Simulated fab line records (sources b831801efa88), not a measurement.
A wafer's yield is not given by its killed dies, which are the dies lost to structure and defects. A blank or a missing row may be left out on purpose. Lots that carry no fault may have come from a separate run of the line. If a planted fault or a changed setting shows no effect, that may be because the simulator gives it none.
One fault seen from 2 desks + flow sky130 + each desk holds nothing but its own numbers, with what lay behind them at the end

FROM THE METROLOGY DESK
What the gauges read, lot by lot, whatever tool the lot ran on: means of the sampled wafers that have a number. Any lot whose mean is over 4 standard deviations away from the usual mean is out of limits and marked OUT; that distance is given in the brackets.
Columns: A = CAP2M_TIN_RS at SKY_CAP2M_RS_MEAS_03, usual 6.91 ohm/sq; B = PAD_OPEN_BOW at SKY_PAD_OPEN_BOW_MEAS_13, usual 42 um
| lot  | first seen here | A    | B  |
|------|-----------------|------|----|
| L657 | day 39 09:55    | 6.96 | 38 |
| L661 | day 41 20:04    | 6.93 | 47 |
| L665 | day 42 04:20    | 6.92 | 41 |
| L666 | day 42 11:53    | 7.00 | 40 |
| L667 | day 43 01:17    | 6.85 | 53 |
| L669 | day 43 08:01    | 7.00 | 44 |
| L668 | day 43 08:41    | 6.73 | 29 |
| L674 | day 44 23:47    | 6.92 | 25 |
| L675 | day 45 03:20    | 6.80 | 44 |
| L678 | day 45 16:59    | 6.82 | 46 |
| L680 | day 46 17:02    | 6.95 | 45 |
This desk found nothing out of limits on any of the 11 lots.

AT THE TOOL OWNER'S DESK: litho track-02
The tool's own readings at SKY_PAD_OPEN_SOFTBAKE_03, given as means over the sampled wafers that have a number, one for each lot that went through this tool. Any lot whose mean is over 4 standard deviations away from the usual mean is out of limits and marked OUT; that distance is given in the brackets.
Columns: A = heater power total W at SKY_PAD_OPEN_SOFTBAKE_03, usual 65.32 W; B = plate temp C at SKY_PAD_OPEN_SOFTBAKE_03, usual 109.99 C
| lot  | first seen here | A               | B                |
|------|-----------------|-----------------|------------------|
| L661 | day 46 20:08    | 65.24           | 109.83           |
| L667 | day 47 21:04    | 65.24           | 109.89           |
| L668 | day 48 11:43    | 65.22           | 110.18           |
| L674 | day 49 16:15    | 69.86 (+32) OUT | 115.45 (+42) OUT |
| L675 | day 49 18:18    | 69.89 (+33) OUT | 115.66 (+44) OUT |
| L678 | day 49 23:58    | 69.73 (+32) OUT | 115.81 (+45) OUT |
This desk's finding: out of limits on L674, L675, L678; first on L674, day 49 16:15 (heater power total W at SKY_PAD_OPEN_SOFTBAKE_03). L661, L667, L668: within limits.

PUT TOGETHER
On L674, L675, L678, at day 49 16:15, an alarm was possible from the tool owner's desk.
From the metrology desk's view, nothing was out of limits.
The metrology desk has L674, L675, L678 on record, within its limits.
The lots listed all ran SKY_PAD_OPEN_SOFTBAKE_03 on litho track-02.

WHAT THE SIMULATOR HAD PUT IN
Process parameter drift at SKY_PAD_OPEN_SOFTBAKE_03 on litho track-02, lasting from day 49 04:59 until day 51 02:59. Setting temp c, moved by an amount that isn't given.
Lots struck among those shown: L674, L675, L678.
Hours from the fault's start to each desk's first reading out of limits: the tool owner's desk, 11.
